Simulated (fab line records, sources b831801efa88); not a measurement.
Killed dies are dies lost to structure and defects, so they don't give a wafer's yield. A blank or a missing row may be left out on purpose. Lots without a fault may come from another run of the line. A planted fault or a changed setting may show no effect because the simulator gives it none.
Which tool did it? | flow sky130 | 11 lots, 33 wafers sampled, at 4 steps of a route of 708

WHAT THE GAUGES READ, wafer by wafer
SKY_VIA4_BOW_MEAS_03.
lot  | measured     | on            | VIA4_BOW (um)
L368 | day 41 15:49 | film_metro-04 | 79 73 71
L370 | day 42 18:57 | film_metro-04 | 76 74 78
L371 | day 42 23:15 | film_metro-02 | 74 88 90
L376 | day 44 12:03 | film_metro-03 | 74 62 73
L377 | day 44 17:10 | film_metro-04 | 71 59 84
L379 | day 44 23:30 | film_metro-03 | 92 85 89
L378 | day 45 00:44 | film_metro-04 | 53 87 82
L382 | day 45 22:55 | film_metro-02 | 73 84 85
L384 | day 46 17:18 | film_metro-02 | 59 64 60
L386 | day 46 18:13 | film_metro-03 | 69 87 79
L388 | day 47 06:04 | film_metro-04 | 69 67 65

SKY_PASSIVATION_THK_MEAS_01.
lot  | measured     | on            | PASSIVATION_CVD_00_THK (nm)
L368 | day 43 16:31 | film_metro-01 | 90.2 90.7 91.8
L370 | day 44 18:13 | film_metro-03 | 91.5 91.3 91.0
L371 | day 44 21:54 | film_metro-01 | 90.5 91.2 92.1
L376 | day 46 08:43 | film_metro-04 | 88.2 88.8 90.7
L377 | day 46 13:30 | film_metro-03 | 91.3 91.4 91.8
L379 | day 46 18:58 | film_metro-04 | 89.3 91.0 90.9
L378 | day 46 21:05 | film_metro-03 | 88.9 88.6 89.8
L382 | day 47 17:31 | film_metro-03 | 90.0 90.3 91.5
L384 | day 48 10:34 | film_metro-01 | 76.3 75.2 77.5
L386 | day 48 10:53 | film_metro-04 | 76.6 78.8 77.5
L388 | day 48 22:43 | film_metro-04 | 90.2 91.5 91.5

WHICH TOOL RAN EACH LOT (tool, then ch and the chambers of the sampled wafers, then the start)
lot  | SKY_METAL4_ETCH_16                | SKY_PASSIVATION_CVD_00
L368 | rie_metal-01 ch 0,1, day 41 14:22 | pecvd-03 ch 0,1, day 43 16:29
L370 | rie_metal-01 ch 0,1, day 42 17:25 | pecvd-03 ch 0,1,2, day 44 18:11
L371 | rie_metal-01 ch 0,1, day 42 21:49 | pecvd-03 ch 0,1,2, day 44 21:53
L376 | rie_metal-01 ch 0,1, day 44 10:34 | pecvd-01 ch 1,2, day 46 08:40
L377 | rie_metal-03 ch 0,1, day 44 15:44 | pecvd-03 ch 0,1, day 46 13:27
L379 | rie_metal-04 ch 0,1, day 44 22:02 | pecvd-03 ch 0,2, day 46 18:56
L378 | rie_metal-04 ch 0,1, day 44 23:18 | pecvd-02 ch 0,2, day 46 21:03
L382 | rie_metal-03 ch 0,1, day 45 21:28 | pecvd-01 ch 1,2, day 47 17:29
L384 | rie_metal-04 ch 0,1, day 46 15:52 | pecvd-03 ch 1,2, day 48 10:33
L386 | rie_metal-03 ch 0,1, day 46 16:31 | pecvd-03 ch 1,2, day 48 10:51
L388 | rie_metal-03 ch 0,1, day 47 04:34 | pecvd-01 ch 1,2, day 48 22:41
- SKY_METAL4_ETCH_16: etches BARC in N2/H2, stops on SiO2, time 88.2 s, target depth 60 nm.
- SKY_PASSIVATION_CVD_00: deposits SiO2, target thk 90 nm.

WHAT THE TOOLS THEMSELVES READ (means of the sampled wafers that have a number; where no wafer has one, the mark that the record gives instead)
SKY_METAL4_ETCH_16.
lot  | tool         | drypump_motor_current_A (A) | h2_flow_sccm (sccm) | oes_product_au (a.u.) | throttle_valve_pct (%)
L368 | rie_metal-01 | 6.0                         | 200.5               | 0.624                 | 13.215
L370 | rie_metal-01 | 6.0                         | 199.1               | 0.627                 | 13.205
L371 | rie_metal-01 | 6.0                         | 200.8               | 0.625                 | 13.203
L376 | rie_metal-01 | 6.0                         | 200.6               | 0.626                 | 13.207
L377 | rie_metal-03 | 5.9                         | 200.6               | 0.630                 | 13.204
L379 | rie_metal-04 | 5.7                         | 199.8               | 0.624                 | 13.204
L378 | rie_metal-04 | 5.7                         | 199.8               | 0.626                 | 13.206
L382 | rie_metal-03 | 5.5                         | 199.8               | 0.626                 | 13.201
L384 | rie_metal-04 | 5.5                         | 199.2               | 0.625                 | 13.202
L386 | rie_metal-03 | 5.9                         | 199.7               | 0.626                 | 13.196
L388 | rie_metal-03 | 5.5                         | 200.7               | 0.629                 | 13.211

SKY_PASSIVATION_CVD_00.
lot  | tool     | heater_power_w (W)
L368 | pecvd-03 | 728
L370 | pecvd-03 | 768
L371 | pecvd-03 | 738
L376 | pecvd-01 | 628
L377 | pecvd-03 | 748
L379 | pecvd-03 | 763
L378 | pecvd-02 | 694
L382 | pecvd-01 | 675
L384 | pecvd-03 | 745
L386 | pecvd-03 | 746
L388 | pecvd-01 | 516

THE ANSWER, worked out from the rows above alone
Rule: what is usual is taken from the lots themselves. Put in order of their means at a reading, lots are off if they are a third of the lots or fewer, leave a main group of 4 or more, and stand apart from it by a gap of 3 or more times the standard deviation of the main group's means; of several such gaps the widest counts. A main group whose means are all the same, to the digits that the tables above print for the reading, isn't used. A lot without any number at a reading at which 4 lots or more have one is off too. The other lots that the step has rows for count as sound. The gauges are gone through in route order, then the tools' own readings, and for those a lot's mean is taken as printed above. The first step at which some lot is off is used, and at that step the reading that is off furthest; a lot without a number counts as furthest.
Off: L384, L386, at SKY_PASSIVATION_THK_MEAS_01 (PASSIVATION_CVD_00_THK). The main group: mean 90.6 nm, standard deviation 0.83.
A tool fits if, at a process step before that reading, it ran every lot that is off, and no sound lot after the first of them. The gauges at SKY_PASSIVATION_THK_MEAS_01 are tried like those tools. One fits: pecvd-03 at SKY_PASSIVATION_CVD_00. Its last sound lot is L379 (day 46 18:56), its first lot that is off L384 (day 48 10:33): a fault that began between those two fits.

WHAT THE SIMULATOR HAD PUT IN
Site profile drift: pecvd-03, from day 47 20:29 on, at SKY_PASSIVATION_CVD_00. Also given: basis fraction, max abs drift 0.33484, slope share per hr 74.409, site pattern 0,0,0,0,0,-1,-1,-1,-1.
Lots struck among those shown: L384, L386. The rule above found the same.
